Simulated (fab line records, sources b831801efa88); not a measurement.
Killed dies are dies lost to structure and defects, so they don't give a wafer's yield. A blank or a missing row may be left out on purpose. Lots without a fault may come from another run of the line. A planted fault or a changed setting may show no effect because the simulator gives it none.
Which tool did it? | flow gf180mcu | 6 lots, 18 wafers sampled, at 2 steps of a route of 602

WHAT THE GAUGES READ, wafer by wafer
GF_VT_IMPLANT_RS_MEAS_46: measures by four-point-probe.
lot  | measured     | on            | MVSD_RS (ohm/sq)
L607 | day 9 10:10  | film_metro-01 | 456.6 458.4 456.8
L609 | day 10 00:23 | film_metro-01 | 458.0 456.7 457.7
L611 | day 10 12:49 | film_metro-02 | 456.4 458.1 458.2
L616 | day 12 00:46 | film_metro-04 | 457.7 457.6 458.3
L618 | day 12 15:07 | film_metro-02 | 499.4 498.8 499.6
L622 | day 13 15:08 | film_metro-01 | 457.1 458.3 458.5

WHICH TOOL RAN EACH LOT (tool, then ch and the chambers of the sampled wafers, then the start)
lot  | GF_MVSD_IMPLANT_09
L607 | implanter-03 ch 0, day 6 02:05
L609 | implanter-02 ch 0, day 6 13:38
L611 | implanter-02 ch 0, day 7 00:34
L616 | implanter-01 ch 0, day 8 07:16
L618 | implanter-03 ch 0, day 8 19:00
L622 | implanter-02 ch 0, day 9 17:02
- GF_MVSD_IMPLANT_09

THE ANSWER, worked out from the rows above alone
Rule: what is usual is taken from the lots themselves. Put in order of their means at a reading, lots are off if they are a third of the lots or fewer, leave a main group of 4 or more, and stand apart from it by a gap of 3 or more times the standard deviation of the main group's means; of several such gaps the widest counts. A main group whose means are all the same, to the digits that the tables above print for the reading, isn't used. A lot without any number at a reading at which 4 lots or more have one is off too. The other lots that the step has rows for count as sound.
Off: L618, at GF_VT_IMPLANT_RS_MEAS_46 (MVSD_RS). The main group: mean 457.6 ohm/sq, standard deviation 0.26.
A tool fits if, at a process step before that reading, it ran every lot that is off, and no sound lot after the first of them. The gauges at GF_VT_IMPLANT_RS_MEAS_46 are tried like those tools. Can't be told from this: 2 tools fit, implanter-03 at GF_MVSD_IMPLANT_09, film_metro-02 at GF_VT_IMPLANT_RS_MEAS_46.

WHAT THE SIMULATOR HAD PUT IN
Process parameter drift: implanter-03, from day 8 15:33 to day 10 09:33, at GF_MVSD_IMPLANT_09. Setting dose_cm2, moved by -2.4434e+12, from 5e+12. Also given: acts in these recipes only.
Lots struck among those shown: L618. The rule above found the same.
